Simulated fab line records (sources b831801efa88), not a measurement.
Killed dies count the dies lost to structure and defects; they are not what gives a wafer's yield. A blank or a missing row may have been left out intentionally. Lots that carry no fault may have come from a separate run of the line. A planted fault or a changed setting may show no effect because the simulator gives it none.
Matching of chambers ; flow sky130 ; SKY_PAD_OPEN_ETCH_07 on rieDiel-04: 4 sister chambers
The step etches the open film in CF4/O2, stops on AlCu, target depth 725 nm, time 161.1 s. 4 wafers are shown with their chamber, then 10 later ones without.

WAFERS WITH THEIR CHAMBER
wafer;chamber;drypumpMotorCurrentA (A)
L080.5;2;6.21
L083.1;3;6.21
L083.6;0;5.57
L085.5;1;6.05

WAFERS WITHOUT THEIR CHAMBER
wafer;drypumpMotorCurrentA (A)
L085.6;5.55
L086.2;5.53
L086.4;6.22
L086.5;6.24
L091.1;6.21
L091.2;6.25
L091.5;6.24
L095.2;6.21
L095.3;5.53
L095.4;6.23

WHICH CHAMBER EACH WENT THROUGH
wafer;from the rows above;in truth
L085.6;0;0
L086.2;0;0
L086.4;can't be placed: 2 or 3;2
L086.5;can't be placed: 2 or 3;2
L091.1;can't be placed: 2 or 3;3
L091.2;can't be placed: 2 or 3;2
L091.5;can't be placed: 2 or 3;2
L095.2;can't be placed: 2 or 3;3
L095.3;0;0
L095.4;can't be placed: 2 or 3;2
Correctly placed: 3 of 10. From these rows, 7 cannot be placed; in 7 the true chamber is one of the candidates. 0 placed wrongly.
How it was worked out, from the rows above alone: a wafer's distance from a chamber is the root of the sum, over the readings, of the square of ((its reading less the chamber's mean) divided by the reading's scatter). If the next closest chamber is less than 2 further off than the closest, the wafer can't be placed; otherwise it belongs to the closest. The mean given for a chamber averages the wafers shown for that chamber. The scatter: with one shown wafer a chamber, the root of the mean of the squares of how far each hidden wafer lies from its nearest shown one.
